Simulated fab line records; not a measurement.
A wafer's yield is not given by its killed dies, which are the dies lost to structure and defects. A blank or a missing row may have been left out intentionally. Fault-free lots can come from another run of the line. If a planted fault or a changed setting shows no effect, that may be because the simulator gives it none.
What tool caused it?    flow sky130    Sampling: 6 lots, 18 wafers, 3 of 708 route steps

WHAT THE GAUGES SHOWED, per wafer
SKY_VT_ADJUST_PCH_OVL_MEAS_07.
lot   measured      on          VT_ADJUST_PCH_OVL (nm)
L685  day 11 12:47  overlay-02  -1.0 -1.6 -1.5
L688  day 12 16:07  overlay-01  -0.7 -0.4 -0.7
L690  day 13 09:04  overlay-02  1.2 -1.5 -0.4
L694  day 14 13:20  overlay-01  - - -
L700  day 16 18:25  overlay-02  -3.7 -2.7 -2.9
L704  day 17 19:08  overlay-01  -2.3 -3.1 -3.5

TOOL THAT RAN EACH LOT (tool first, then ch and the chambers of the sampled wafers, then the start)
lot   SKY_NWELL_RTA_28                  SKY_VT_ADJUST_PCH_EXPOSE_04
L685  rtp-anneal-01 ch 0, day 6 05:48   iline-stepper-02 ch 0, day 11 01:18
L688  rtp-anneal-02 ch 0, day 7 00:53   iline-stepper-02 ch 0, day 12 04:07
L690  rtp-anneal-01 ch 0, day 7 15:09   iline-stepper-02 ch 0, day 12 20:27
L694  rtp-anneal-02 ch 0, day 8 12:44   iline-stepper-02 ch 0, day 14 00:17
L700  rtp-anneal-02 ch 0, day 10 06:31  iline-stepper-02 ch 0, day 16 04:05
L704  rtp-anneal-02 ch 0, day 11 02:36  iline-stepper-02 ch 0, day 17 04:38
- SKY_NWELL_RTA_28: time 30 s.
- SKY_VT_ADJUST_PCH_EXPOSE_04: exposes mask NWM, target cd 840 nm.

THE ANSWER, worked out from the rows above alone
Rule: usual is defined by the lots themselves. Put in order of their means at a reading, lots are off if they are a third of the lots or fewer, leave a main group of 4 or more, and stand apart from it by a gap of 3 or more times the standard deviation of the main group's means; of several such gaps the widest counts. A main group is skipped when, at the precision printed for the reading in the tables above, its means are all equal. A lot without any number at a reading at which 4 lots or more have one is off too. Where the step has rows for the other lots, those lots are counted as sound.
Off: L694, seen at SKY_VT_ADJUST_PCH_OVL_MEAS_07 (VT_ADJUST_PCH_OVL). Without a number there: L694. The main group has a mean of -1.7 nm with a standard deviation of 1.2.
If a tool, at a process step before that reading, ran all the lots that are off and no sound lot after the first of them, it fits. Those tools and the gauges at SKY_VT_ADJUST_PCH_OVL_MEAS_07 are tried in the same way. None of those tried fits.

WHAT THE SIMULATOR HAD PUT IN
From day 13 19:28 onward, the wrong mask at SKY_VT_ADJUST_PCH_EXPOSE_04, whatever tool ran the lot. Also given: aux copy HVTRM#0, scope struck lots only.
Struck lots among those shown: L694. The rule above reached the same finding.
